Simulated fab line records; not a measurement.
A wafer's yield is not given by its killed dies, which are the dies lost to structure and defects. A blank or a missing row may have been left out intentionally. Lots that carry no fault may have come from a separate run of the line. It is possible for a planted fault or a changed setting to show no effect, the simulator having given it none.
Commonality check across tools :: flow gf180mcu :: Sample size 12 lots and 36 wafers

WHY THIS WAS OPENED
GF_VT_IMPLANT_TW_MEAS_10, reading VT_IMPLANT_TW: flagged on 1 of 12 lots. No-fault wafers: 567, standard deviation 5.7.
Rule: a lot is flagged when every wafer of it that has a number lies more than 4 standard deviations from that mean, or none has a number. As for the other lots, they are considered sound.

lot: L998
measured: day 5 13:38
on: film_metro-02
VT_IMPLANT_TW, wafer by wafer: 568 568 570
flag: 

lot: L999
measured: day 5 19:05
on: film_metro-03
VT_IMPLANT_TW, wafer by wafer: 572 573 570
flag: 

lot: L100
measured: day 6 03:08
on: film_metro-03
VT_IMPLANT_TW, wafer by wafer: 576 575 572
flag: 

lot: L101
measured: day 6 12:12
on: film_metro-03
VT_IMPLANT_TW, wafer by wafer: 31 31 30
flag: FLAGGED

lot: L110
measured: day 8 21:50
on: film_metro-02
VT_IMPLANT_TW, wafer by wafer: 566 569 565
flag: 

lot: L111
measured: day 9 02:46
on: film_metro-02
VT_IMPLANT_TW, wafer by wafer: 566 564 563
flag: 

lot: L112
measured: day 9 10:31
on: film_metro-02
VT_IMPLANT_TW, wafer by wafer: 567 568 566
flag: 

lot: L113
measured: day 9 18:29
on: film_metro-04
VT_IMPLANT_TW, wafer by wafer: 558 559 557
flag: 

lot: L114
measured: day 9 20:05
on: film_metro-03
VT_IMPLANT_TW, wafer by wafer: 575 575 574
flag: 

lot: L115
measured: day 10 00:35
on: film_metro-04
VT_IMPLANT_TW, wafer by wafer: 561 561 559
flag: 

lot: L117
measured: day 10 10:37
on: film_metro-04
VT_IMPLANT_TW, wafer by wafer: 556 559 558
flag: 

lot: L118
measured: day 11 01:07
on: film_metro-02
VT_IMPLANT_TW, wafer by wafer: 567 570 567
flag: 
On average the flagged lots' numbers are 31, which is -536 against the usual, or -94 standard deviations.

WHICH TOOL EACH LOT WENT THROUGH
The record keeps 1 process step preceding the reading, out of 602 steps on the route. In each cell: the tool, then ch and the chambers that the sampled wafers went through, then the start.
lot: L998
flag: 
GF_VT_IMPLANT_EXPOSE_04: iline_stepper-02 ch 0, day 5 06:43

lot: L999
flag: 
GF_VT_IMPLANT_EXPOSE_04: iline_stepper-02 ch 0, day 5 11:26

lot: L100
flag: 
GF_VT_IMPLANT_EXPOSE_04: iline_stepper-01 ch 0, day 5 19:26

lot: L101
flag: FLAGGED
GF_VT_IMPLANT_EXPOSE_04: iline_stepper-02 ch 0, day 6 04:30

lot: L110
flag: 
GF_VT_IMPLANT_EXPOSE_04: iline_stepper-01 ch 0, day 8 12:59

lot: L111
flag: 
GF_VT_IMPLANT_EXPOSE_04: iline_stepper-02 ch 0, day 8 18:25

lot: L112
flag: 
GF_VT_IMPLANT_EXPOSE_04: iline_stepper-02 ch 0, day 9 01:38

lot: L113
flag: 
GF_VT_IMPLANT_EXPOSE_04: iline_stepper-02 ch 0, day 9 09:33

lot: L114
flag: 
GF_VT_IMPLANT_EXPOSE_04: iline_stepper-01 ch 0, day 9 10:53

lot: L115
flag: 
GF_VT_IMPLANT_EXPOSE_04: iline_stepper-02 ch 0, day 9 15:53

lot: L117
flag: 
GF_VT_IMPLANT_EXPOSE_04: iline_stepper-02 ch 0, day 10 01:46

lot: L118
flag: 
GF_VT_IMPLANT_EXPOSE_04: iline_stepper-02 ch 0, day 10 15:23
What the steps here do:
- GF_VT_IMPLANT_EXPOSE_04: exposes mask LVPWELL LV AREA, target cd 600 nm.
- GF_VT_IMPLANT_TW_MEAS_10

FLAGGED AGAINST TOTAL, ONE TOOL AT A TIME (gauges that did the reading follow at the end)
step: GF_VT_IMPLANT_EXPOSE_04
tool: iline_stepper-01
lots run: 3
flagged: 0
share of the flagged lots: none
sound lots run after its first flagged lot: -

step: GF_VT_IMPLANT_EXPOSE_04
tool: iline_stepper-02
lots run: 9
flagged: 1
share of the flagged lots: all
sound lots run after its first flagged lot: 6 (L111,L112,L113,L115,L117,L118)

step: GF_VT_IMPLANT_TW_MEAS_10
tool: film_metro-02
lots run: 5
flagged: 0
share of the flagged lots: none
sound lots run after its first flagged lot: -

step: GF_VT_IMPLANT_TW_MEAS_10
tool: film_metro-03
lots run: 4
flagged: 1
share of the flagged lots: all
sound lots run after its first flagged lot: 1 (L114)

step: GF_VT_IMPLANT_TW_MEAS_10
tool: film_metro-04
lots run: 3
flagged: 0
share of the flagged lots: none
sound lots run after its first flagged lot: -

WHAT IS ALLOWED BY THE TABLE
Every flagged lot went through 2 rows of the table: iline_stepper-02 at GF_VT_IMPLANT_EXPOSE_04 and film_metro-03 at GF_VT_IMPLANT_TW_MEAS_10.
- iline_stepper-02 at GF_VT_IMPLANT_EXPOSE_04: 1 of its 9 lots flagged. After the first flagged lot (L111, L112, L113, L115, L117, L118), sound lots still ran on it; a lasting fault on the whole tool would not permit that.
- film_metro-03 at GF_VT_IMPLANT_TW_MEAS_10: 1 of its 4 lots flagged. After the first flagged lot (L114), sound lots still ran on it; a lasting fault on the whole tool would not permit that.
Not one row of the table ran every flagged lot while running no sound lot after the first.

WHAT THE SIMULATOR HAD INSERTED
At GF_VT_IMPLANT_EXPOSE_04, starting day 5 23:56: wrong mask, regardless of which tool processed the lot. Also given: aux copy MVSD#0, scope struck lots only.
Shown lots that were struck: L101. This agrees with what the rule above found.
